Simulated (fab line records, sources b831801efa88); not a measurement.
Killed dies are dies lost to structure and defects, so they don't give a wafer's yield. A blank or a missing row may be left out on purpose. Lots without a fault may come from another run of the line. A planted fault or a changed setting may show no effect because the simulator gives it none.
Problem report in the 8D (eight disciplines) form, filled by code | flow gf180mcu | the parts of the form that need people (team, actions taken, sign-off) are left out

1. THE PROBLEM
beam_energy_keV at GF_DNWELL_IMPLANT_07 reads a mean of 1470.1 on 6 wafers of 2 lots; wafers without a fault read 1500.0 with a standard deviation of 0.46. That is -65 standard deviations from the usual mean.
First seen on wafer L926.2, day 5 03:31, on implanter-04. The record holds 18 wafers of 6 lots with a number at this step. Rule for "out", or "out of limits": more than 4 standard deviations from the usual mean. The other wafers with a number count as sound.

2. WHAT IT IS AND WHAT IT IS NOT
question                    | is                     | is not
which readings at this step | beam_energy_keV        | -
which lots                  | L926, L928             | L915, L918, L935, L936
which wafers of those lots  | all that have a number | -
read on which tools         | implanter-04           | implanter-02
when                        | from day 5 03:31       | up to then (6 sound wafers); but 6 sound wafers of L935, L936 came after

3. SUSPECTS, AND WHAT RULES EACH OUT
Counting: a tool at a process step up to the reading stays a suspect if it ran every lot that is out and no sound lot after the first of them.
- implanter-04 at GF_DNWELL_IMPLANT_07: kept. It ran every lot that is out, first L926 (day 5 03:31), and no sound lot after that; its last sound lot up to then is L918 (day 3 10:16). Its own readings are out on those wafers: beam_energy_keV.
Left after counting: implanter-04 at GF_DNWELL_IMPLANT_07.

4. THE CAUSE (what the simulator had put in)
Process parameter drift: implanter-04, from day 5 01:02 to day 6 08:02, at GF_DNWELL_IMPLANT_07. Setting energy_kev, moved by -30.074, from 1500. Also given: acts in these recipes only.
Counting left only this tool.

5. THE CHAIN OF EFFECTS, in route order
Each row: a reading whose mean over the struck wafers that have a number lies more than 3 standard deviations from the usual. Only readings for which the record gives a usual standard deviation are gone through. hours: the time from each lot's start at the first step in this table that gives one to its start at this step, as a median over the lots. sigmas: the change in usual standard deviations.
hours | step                 | reading         | usual  | on struck wafers | change | sigmas
0     | GF_DNWELL_IMPLANT_07 | beam_energy_keV | 1500.0 | 1470.1           | -29.9  | -65
The process steps in it:
- GF_DNWELL_IMPLANT_07

6. WHAT WOULD HAVE CAUGHT IT SOONER
In this record the first reading out of limits was taken at day 5 03:31, 2 hours after the fault began at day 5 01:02.
